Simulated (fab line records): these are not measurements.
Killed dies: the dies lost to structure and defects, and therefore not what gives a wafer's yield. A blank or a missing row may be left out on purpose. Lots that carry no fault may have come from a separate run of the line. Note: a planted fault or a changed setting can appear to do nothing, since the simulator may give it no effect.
The tool behind it: which one?    flow gf180mcu    14 lots, 42 wafers sampled, at 1 step of a route of 602

== WHAT EACH GAUGE READ, for each wafer ==
GF_V5_THK_MEAS_03. Usual: V5_CVD_02_THK typically reads 1447 nm, with standard deviation 17.
lot   measured      on             V5_CVD_02_THK (nm)  flag
L566  day 26 02:08  film-metro-04  1455 1435 1484      
L567  day 26 09:20  film-metro-04  1457 1464 1442      
L568  day 26 19:30  film-metro-01  1445 1422 1472      
L570  day 27 08:08  film-metro-02  1441 1448 1468      
L571  day 28 00:48  film-metro-01  1411 1440 1435      
L572  day 28 07:53  film-metro-02  1457 1452 1468      
L573  day 28 16:20  film-metro-04  1425 1450 1452      
L574  day 29 01:59  film-metro-04  1441 1426 1455      
L577  day 29 20:21  film-metro-02  1440 1458 1449      
L578  day 30 00:29  film-metro-01  1424 1414 1435      
L579  day 30 11:22  film-metro-01  1431 1463 1446      
L584  day 32 03:28  film-metro-04  1424 1468 1452      
L588  day 32 23:04  film-metro-01  1434 1425 1422      
L589  day 33 00:47  film-metro-02  1435 1452 1456      

== WHICH TOOL RAN EACH LOT (tool, then ch and the chambers of the sampled wafers, then the start) ==
No process step before these readings appears in the record.

== AS READ BY THE TOOLS THEMSELVES (means over the sampled wafers that have a number; for cases with no such wafer, the mark the record gives instead) ==
The record holds no such reading with a usual standard deviation.

== THE ANSWER, worked out from the rows above alone ==
Rule: take the mean of a lot's wafers that have a number; if it is more than 3 standard deviations from the usual mean, the lot is off. Also off: a lot with no number at a reading for which 4 or more lots have one. All remaining lots with rows at the step are treated as sound. Order of review: gauges by route order, followed by the tools' own readings, for which a lot's mean as printed above is used. At the first step where some lot is off, the reading lying furthest off is the one used; lots without a number count as furthest.
No lot is off on any of the readings shown, so nothing can be concluded from this.

== WHAT THE SIMULATOR HAD INSERTED ==
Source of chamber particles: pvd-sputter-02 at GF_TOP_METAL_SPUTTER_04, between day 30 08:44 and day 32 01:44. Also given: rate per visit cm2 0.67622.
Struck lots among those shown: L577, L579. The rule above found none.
